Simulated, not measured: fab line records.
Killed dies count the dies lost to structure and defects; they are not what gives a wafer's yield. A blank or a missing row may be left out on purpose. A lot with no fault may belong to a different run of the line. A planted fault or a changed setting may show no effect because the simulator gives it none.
What tool caused it? + flow sky130 + 11 lots with 33 wafers sampled at 4 steps, on a route of 708 steps

WHAT EACH GAUGE READ, for each wafer
SKY_POLY_GATE_THK_MEAS_01.
| lot  | measured     | on            | POLY_GATE_CVD_00_THK (nm) |
|------|--------------|---------------|---------------------------|
| L293 | day 14 11:31 | film_metro-01 | 178.5 179.3 179.3         |
| L298 | day 16 09:28 | film_metro-03 | 181.7 180.7 181.2         |
| L300 | day 16 22:54 | film_metro-01 | 179.0 179.5 179.8         |
| L301 | day 17 03:41 | film_metro-04 | 178.8 179.1 178.3         |
| L302 | day 17 21:23 | film_metro-01 | 180.5 181.6 180.5         |
| L303 | day 18 01:46 | film_metro-04 | 179.9 178.0 178.5         |
| L304 | day 18 14:11 | film_metro-03 | 164.2 166.2 166.2         |
| L305 | day 18 22:27 | film_metro-01 | 167.0 165.8 165.6         |
| L306 | day 19 02:34 | film_metro-04 | 167.1 165.4 164.8         |
| L314 | day 21 21:32 | film_metro-01 | 176.4 178.6 177.2         |
| L315 | day 22 03:20 | film_metro-03 | 179.4 178.7 179.8         |

SKY_METAL1_OVL_MEAS_16.
| lot  | measured     | on         | METAL1_OVL (nm) |
|------|--------------|------------|-----------------|
| L293 | day 33 07:35 | overlay-02 | 7 -1 8          |
| L298 | day 35 01:31 | overlay-02 | 0 3 6           |
| L300 | day 35 11:40 | overlay-01 | 4 6 -2          |
| L301 | day 35 17:13 | overlay-02 | 3 -11 -2        |
| L302 | day 36 11:24 | overlay-02 | -2 0 -2         |
| L303 | day 36 13:25 | overlay-01 | -1 -3 -4        |
| L304 | day 36 21:02 | overlay-01 | 5 10 4          |
| L305 | day 37 08:49 | overlay-02 | 3 -8 1          |
| L306 | day 37 12:29 | overlay-01 | 9 15 10         |
| L314 | day 39 18:15 | overlay-02 | -6 4 -3         |
| L315 | day 40 03:02 | overlay-02 | 9 4 7           |

TOOL THAT RAN EACH LOT (tool first, then ch and the chambers of the sampled wafers, then the start)
| lot  | SKY_POLY_GATE_CVD_00        | SKY_POLY_GATE_ETCH_17            |
|------|-----------------------------|----------------------------------|
| L293 | lpcvd-01 ch 1, day 14 10:19 | rie_si-01 ch 2,3, day 16 22:41   |
| L298 | lpcvd-01 ch 0, day 16 08:16 | rie_si-01 ch 0,1,2, day 18 23:28 |
| L300 | lpcvd-01 ch 1, day 16 21:42 | rie_si-01 ch 2,3, day 19 12:26   |
| L301 | lpcvd-01 ch 0, day 17 02:29 | rie_si-01 ch 0,1,2, day 19 19:05 |
| L302 | lpcvd-01 ch 0, day 17 20:11 | rie_si-02 ch 1,2,3, day 20 12:14 |
| L303 | lpcvd-01 ch 0, day 18 00:34 | rie_si-01 ch 0,3, day 20 16:40   |
| L304 | lpcvd-01 ch 1, day 18 12:59 | rie_si-02 ch 0,1,2, day 21 05:07 |
| L305 | lpcvd-01 ch 1, day 18 21:15 | rie_si-01 ch 0,2, day 21 14:04   |
| L306 | lpcvd-01 ch 1, day 19 01:21 | rie_si-02 ch 1,2, day 21 18:37   |
| L314 | lpcvd-01 ch 0, day 21 20:20 | rie_si-02 ch 1,2,3, day 24 11:44 |
| L315 | lpcvd-01 ch 0, day 22 02:08 | rie_si-01 ch 0,1,2, day 24 18:25 |
- SKY_POLY_GATE_CVD_00: deposits poly-Si, target thk 180 nm, time 720 s.
- SKY_POLY_GATE_ETCH_17: etches poly-Si in HBr/Cl2, stops on SiO2, target depth 180 nm, time 70.5 s.

WHAT THE TOOLS THEMSELVES READ (means of the sampled wafers that have a number; where no wafer has one, the mark that the record gives instead)
SKY_POLY_GATE_CVD_00.
| lot  | tool     | susceptor_temp_C (C) | zone_power_bottom_pct (%) | zone_power_lower_pct (%) |
|------|----------|----------------------|---------------------------|--------------------------|
| L293 | lpcvd-01 | 620.7                | 13.1                      | 7.7                      |
| L298 | lpcvd-01 | 620.3                | 14.2                      | 9.1                      |
| L300 | lpcvd-01 | 619.6                | 13.2                      | 7.8                      |
| L301 | lpcvd-01 | 620.0                | 14.2                      | 9.1                      |
| L302 | lpcvd-01 | 620.0                | 14.2                      | 9.1                      |
| L303 | lpcvd-01 | 619.9                | 14.2                      | 9.0                      |
| L304 | lpcvd-01 | 620.3                | 13.4                      | 7.8                      |
| L305 | lpcvd-01 | 619.9                | 13.1                      | 7.8                      |
| L306 | lpcvd-01 | 620.4                | 13.2                      | 7.8                      |
| L314 | lpcvd-01 | 620.4                | 14.2                      | 9.1                      |
| L315 | lpcvd-01 | 619.7                | 14.1                      | 9.0                      |

SKY_POLY_GATE_ETCH_17.
| lot  | tool      | drypump_motor_current_A (A) | oes_product_au (a.u.) | throttle_valve_pct (%) |
|------|-----------|-----------------------------|-----------------------|------------------------|
| L293 | rie_si-01 | 5.2                         | 0.990                 | 33.682                 |
| L298 | rie_si-01 | 6.0                         | 0.985                 | 33.686                 |
| L300 | rie_si-01 | 5.6                         | 0.985                 | 33.682                 |
| L301 | rie_si-01 | 6.0                         | 0.975                 | 33.685                 |
| L302 | rie_si-02 | 5.9                         | 0.991                 | 33.685                 |
| L303 | rie_si-01 | 5.6                         | 0.977                 | 33.671                 |
| L304 | rie_si-02 | 5.7                         | 0.936                 | 33.678                 |
| L305 | rie_si-01 | 6.0                         | 0.940                 | 33.688                 |
| L306 | rie_si-02 | 5.8                         | 0.937                 | 33.690                 |
| L314 | rie_si-02 | 6.0                         | 0.979                 | 33.680                 |
| L315 | rie_si-01 | 6.0                         | 0.977                 | 33.689                 |

THE ANSWER, worked out from the rows above alone
Rule: what is usual is taken from the lots themselves. Put in order of their means at a reading, lots are off if they are a third of the lots or fewer, leave a main group of 4 or more, and stand apart from it by a gap of 3 or more times the standard deviation of the main group's means; of several such gaps the widest counts. A main group is skipped when, at the precision printed for the reading in the tables above, its means are all equal. A lot without any number at a reading at which 4 lots or more have one is off too. The other lots that the step has rows for count as sound. After the gauges, taken in route order, come the tools' own readings; for these a lot's mean is taken, as printed above. At the first step where some lot is off, the reading lying furthest off is the one used; lots without a number count as furthest.
Off: at SKY_POLY_GATE_THK_MEAS_01 (POLY_GATE_CVD_00_THK), L304, L305, L306. The main group has a mean of 179.3 nm with a standard deviation of 1.1.
If a tool, at a process step before that reading, ran all the lots that are off and no sound lot after the first of them, it fits. Not tried: the gauges at SKY_POLY_GATE_THK_MEAS_01; whatever is off there is also off at SKY_POLY_GATE_ETCH_17, on other tools, and gauge error can't account for it. Not one of the candidates tried fits.

WHAT THE SIMULATOR PUT IN
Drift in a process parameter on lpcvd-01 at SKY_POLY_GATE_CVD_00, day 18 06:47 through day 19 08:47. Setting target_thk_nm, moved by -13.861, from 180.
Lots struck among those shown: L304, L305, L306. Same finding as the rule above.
